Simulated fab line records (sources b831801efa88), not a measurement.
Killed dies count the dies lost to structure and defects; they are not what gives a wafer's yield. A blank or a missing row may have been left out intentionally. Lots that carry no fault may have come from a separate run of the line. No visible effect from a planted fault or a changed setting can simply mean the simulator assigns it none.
Matching of chambers + flow sky130 + SKY_PASSIVATION_ETCH_11 on rieDiel-04: 4 sister chambers
The step etches the open film in CF4/O2, stops on AlCu, target depth 725 nm, time 161.1 s. 4 wafers are shown with their chamber, then 6 later ones without.

WAFERS WITH THEIR CHAMBER
| wafer  | chamber | throttleValvePct (%) |
|--------|---------|----------------------|
| L249.1 | 3       | 5.959                |
| L249.2 | 2       | 5.967                |
| L252.1 | 0       | 5.972                |
| L252.4 | 1       | 5.966                |

WAFERS WHOSE CHAMBER IS MISSING
| wafer  | throttleValvePct (%) |
|--------|----------------------|
| L252.5 | 5.952                |
| L258.2 | 5.966                |
| L258.4 | 5.981                |
| L258.5 | 5.970                |
| L261.3 | 5.969                |
| L261.4 | 5.981                |

WHICH CHAMBER EACH ONE RAN IN
| wafer  | from the rows above               | in truth |
|--------|-----------------------------------|----------|
| L252.5 | can't be placed: 3 or 1 or 2      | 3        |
| L258.2 | can't be placed: 1 or 2 or 0 or 3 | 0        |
| L258.4 | can't be placed: 0 or 2 or 1      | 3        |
| L258.5 | can't be placed: 0 or 2 or 1 or 3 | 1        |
| L261.3 | can't be placed: 2 or 0 or 1 or 3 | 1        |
| L261.4 | can't be placed: 0 or 2 or 1      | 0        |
Correctly placed: 0 of 6. These rows do not allow placing 6 (true chamber among the candidates in 5). Wrongly placed: 0.
How it was worked out, from the rows above alone: a wafer's distance from a chamber is the root of the sum, over the readings, of the square of ((its reading less the chamber's mean) divided by the reading's scatter). If the next closest chamber is less than 2 further off than the closest, the wafer can't be placed; otherwise it belongs to the closest. Each chamber's mean is taken over the wafers shown for it. The scatter: root of mean squared gap, hidden wafer to nearest shown wafer, with one shown wafer a chamber.
